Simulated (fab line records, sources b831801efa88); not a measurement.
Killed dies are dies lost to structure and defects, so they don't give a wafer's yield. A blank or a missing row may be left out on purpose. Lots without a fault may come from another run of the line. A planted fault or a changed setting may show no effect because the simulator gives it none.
Which tool did it? | flow sky130 | 24 lots, 72 wafers sampled, at 3 steps of a route of 708

WHAT THE GAUGES READ, wafer by wafer
SKY_METAL1_RS_MEAS_05: measures by four-point-probe.
lot  | measured     | on            | METAL1_ALCU_RS (ohm/sq)
L074 | day 31 22:49 | film_metro-03 | 0.1281 0.1271 0.1277
L075 | day 32 02:03 | film_metro-04 | 0.1275 0.1268 0.1273
L076 | day 32 05:29 | film_metro-03 | 0.1263 0.1260 0.1271
L077 | day 32 19:22 | film_metro-01 | 0.1260 0.1252 0.1259
L078 | day 32 20:31 | film_metro-04 | 0.1269 0.1292 0.1281
L079 | day 33 02:34 | film_metro-03 | 0.1258 0.1261 0.1267
L080 | day 33 08:41 | film_metro-01 | 0.1278 0.1289 0.1292
L081 | day 33 16:38 | film_metro-03 | 0.1287 0.1279 0.1285
L082 | day 34 04:37 | film_metro-01 | 0.1276 0.1272 0.1267
L083 | day 34 09:05 | film_metro-03 | 0.1271 0.1278 0.1274
L084 | day 34 11:19 | film_metro-01 | 0.1302 0.1297 0.1302
L085 | day 35 02:43 | film_metro-03 | 0.1265 0.1266 0.1269
L086 | day 35 06:52 | film_metro-01 | 0.1281 0.1275 0.1278
L087 | day 35 14:41 | film_metro-01 | 0.1284 0.1276 0.1277
L088 | day 36 09:04 | film_metro-01 | 0.1264 0.1265 0.1271
L089 | day 36 13:43 | film_metro-04 | 0.1256 0.1256 0.1264
L090 | day 37 03:33 | film_metro-01 | 0.1272 0.1268 0.1271
L091 | day 37 10:06 | film_metro-03 | 0.1266 0.1260 0.1256
L093 | day 37 15:44 | film_metro-04 | 0.1265 0.1259 0.1259
L092 | day 37 16:02 | film_metro-04 | 0.1274 0.1282 0.1266
L094 | day 37 18:29 | film_metro-01 | 0.1261 0.1257 0.1263
L095 | day 38 21:47 | film_metro-04 | 0.1258 0.1259 0.1254
L097 | day 38 23:03 | film_metro-04 | 0.1266 0.1268 0.1272
L096 | day 39 07:05 | film_metro-01 | 0.1267 0.1262 0.1280

WHICH TOOL RAN EACH LOT (tool, then ch and the chambers of the sampled wafers, then the start)
lot  | SKY_LOCAL_INTERCONNECT_STRIP_15      | SKY_METAL1_SPUTTER_01
L074 | plasma_asher-03 ch 0,1, day 30 17:04 | pvd_sputter-04, day 31 22:38
L075 | plasma_asher-02 ch 0,1, day 30 19:47 | pvd_sputter-04, day 32 01:52
L076 | plasma_asher-02 ch 0,1, day 31 00:35 | pvd_sputter-01, day 32 05:19
L077 | plasma_asher-03 ch 0,1, day 31 12:58 | pvd_sputter-03, day 32 19:14
L078 | plasma_asher-04 ch 0,1, day 31 14:45 | pvd_sputter-03, day 32 20:24
L079 | plasma_asher-03 ch 0,1, day 31 20:40 | pvd_sputter-03, day 33 02:26
L080 | plasma_asher-02 ch 0,1, day 32 02:27 | pvd_sputter-04, day 33 08:31
L081 | plasma_asher-04 ch 0,1, day 32 11:54 | pvd_sputter-04, day 33 16:31
L082 | plasma_asher-04 ch 0, day 32 22:22   | pvd_sputter-03, day 34 04:29
L083 | plasma_asher-03 ch 0,1, day 33 03:19 | pvd_sputter-03, day 34 08:57
L084 | plasma_asher-03 ch 0,1, day 33 06:10 | pvd_sputter-04, day 34 11:12
L085 | plasma_asher-04 ch 0,1, day 33 22:40 | pvd_sputter-04, day 35 02:36
L086 | plasma_asher-02 ch 0, day 34 02:05   | pvd_sputter-04, day 35 06:44
L087 | plasma_asher-03 ch 0,1, day 34 09:14 | pvd_sputter-03, day 35 14:32
L088 | plasma_asher-04 ch 0,1, day 35 03:52 | pvd_sputter-03, day 36 08:56
L089 | plasma_asher-03 ch 0,1, day 35 08:37 | pvd_sputter-03, day 36 13:34
L090 | plasma_asher-02 ch 0,1, day 35 23:47 | pvd_sputter-03, day 37 03:26
L091 | plasma_asher-02 ch 0,1, day 36 06:16 | pvd_sputter-04, day 37 09:59
L093 | plasma_asher-04 ch 0,1, day 36 11:23 | pvd_sputter-03, day 37 15:37
L092 | plasma_asher-03 ch 0,1, day 36 11:34 | pvd_sputter-04, day 37 15:55
L094 | plasma_asher-03 ch 0,1, day 36 13:52 | pvd_sputter-01, day 37 18:22
L095 | plasma_asher-04 ch 0,1, day 37 17:43 | pvd_sputter-04, day 38 21:40
L097 | plasma_asher-04 ch 1, day 37 18:40   | pvd_sputter-04, day 38 22:56
L096 | plasma_asher-04 ch 0,1, day 38 02:56 | pvd_sputter-03, day 39 06:55
- SKY_LOCAL_INTERCONNECT_STRIP_15: strips in O2/N2.
- SKY_METAL1_SPUTTER_01: material TiN, target thk 20 nm, time 16.7 s.

WHAT THE TOOLS THEMSELVES READ (means of the sampled wafers that have a number; where no wafer has one, the mark that the record gives instead)
SKY_LOCAL_INTERCONNECT_STRIP_15.
lot  | tool            | drypump_motor_current_A (A) | oes_product_au (a.u.) | strip_time_to_endpoint_s (s)
L074 | plasma_asher-03 | 5.8                         | 0.432                 | 4.784
L075 | plasma_asher-02 | 5.7                         | 0.432                 | 4.786
L076 | plasma_asher-02 | 6.1                         | 0.431                 | 4.781
L077 | plasma_asher-03 | 6.2                         | 0.433                 | 4.751
L078 | plasma_asher-04 | 5.8                         | 0.424                 | 4.761
L079 | plasma_asher-03 | 6.1                         | 0.424                 | 4.768
L080 | plasma_asher-02 | 5.7                         | 0.429                 | 4.736
L081 | plasma_asher-04 | 5.4                         | 0.428                 | 4.759
L082 | plasma_asher-04 | 6.2                         | 0.432                 | 4.770
L083 | plasma_asher-03 | 5.8                         | 0.429                 | 4.771
L084 | plasma_asher-03 | 6.2                         | 0.429                 | 4.749
L085 | plasma_asher-04 | 5.8                         | 0.429                 | 4.755
L086 | plasma_asher-02 | 5.4                         | 0.428                 | 4.756
L087 | plasma_asher-03 | 6.2                         | 0.428                 | 4.787
L088 | plasma_asher-04 | 5.4                         | 0.430                 | 4.762
L089 | plasma_asher-03 | 5.8                         | 0.432                 | 4.776
L090 | plasma_asher-02 | 5.7                         | 0.428                 | 4.797
L091 | plasma_asher-02 | 5.8                         | 0.426                 | 4.756
L093 | plasma_asher-04 | 5.5                         | 0.431                 | 4.761
L092 | plasma_asher-03 | 6.2                         | 0.425                 | 4.778
L094 | plasma_asher-03 | 6.2                         | 0.430                 | 4.750
L095 | plasma_asher-04 | 5.5                         | 0.430                 | 4.779
L097 | plasma_asher-04 | 5.1                         | 0.427                 | 4.764
L096 | plasma_asher-04 | 5.8                         | 0.430                 | 4.758

SKY_METAL1_SPUTTER_01.
lot  | tool           | throttle_valve_pct (%)
L074 | pvd_sputter-04 | 30.5
L075 | pvd_sputter-04 | 30.2
L076 | pvd_sputter-01 | 29.4
L077 | pvd_sputter-03 | 30.7
L078 | pvd_sputter-03 | 29.1
L079 | pvd_sputter-03 | 30.8
L080 | pvd_sputter-04 | 30.2
L081 | pvd_sputter-04 | 30.2
L082 | pvd_sputter-03 | 29.9
L083 | pvd_sputter-03 | 30.6
L084 | pvd_sputter-04 | 30.6
L085 | pvd_sputter-04 | 30.4
L086 | pvd_sputter-04 | 30.4
L087 | pvd_sputter-03 | 30.8
L088 | pvd_sputter-03 | 29.2
L089 | pvd_sputter-03 | 32.3
L090 | pvd_sputter-03 | 30.9
L091 | pvd_sputter-04 | 30.4
L093 | pvd_sputter-03 | 31.5
L092 | pvd_sputter-04 | 30.2
L094 | pvd_sputter-01 | 30.7
L095 | pvd_sputter-04 | 30.0
L097 | pvd_sputter-04 | 30.3
L096 | pvd_sputter-03 | 30.0

THE ANSWER, worked out from the rows above alone
Rule: what is usual is taken from the lots themselves. Put in order of their means at a reading, lots are off if they are a third of the lots or fewer, leave a main group of 4 or more, and stand apart from it by a gap of 3 or more times the standard deviation of the main group's means; of several such gaps the widest counts. A main group whose means are all the same, to the digits that the tables above print for the reading, isn't used. A lot without any number at a reading at which 4 lots or more have one is off too. The other lots that the step has rows for count as sound. The gauges are gone through in route order, then the tools' own readings, and for those a lot's mean is taken as printed above. The first step at which some lot is off is used, and at that step the reading that is off furthest; a lot without a number counts as furthest.
No lot is off at any reading shown: from this, nothing can be told.

WHAT THE SIMULATOR HAD PUT IN
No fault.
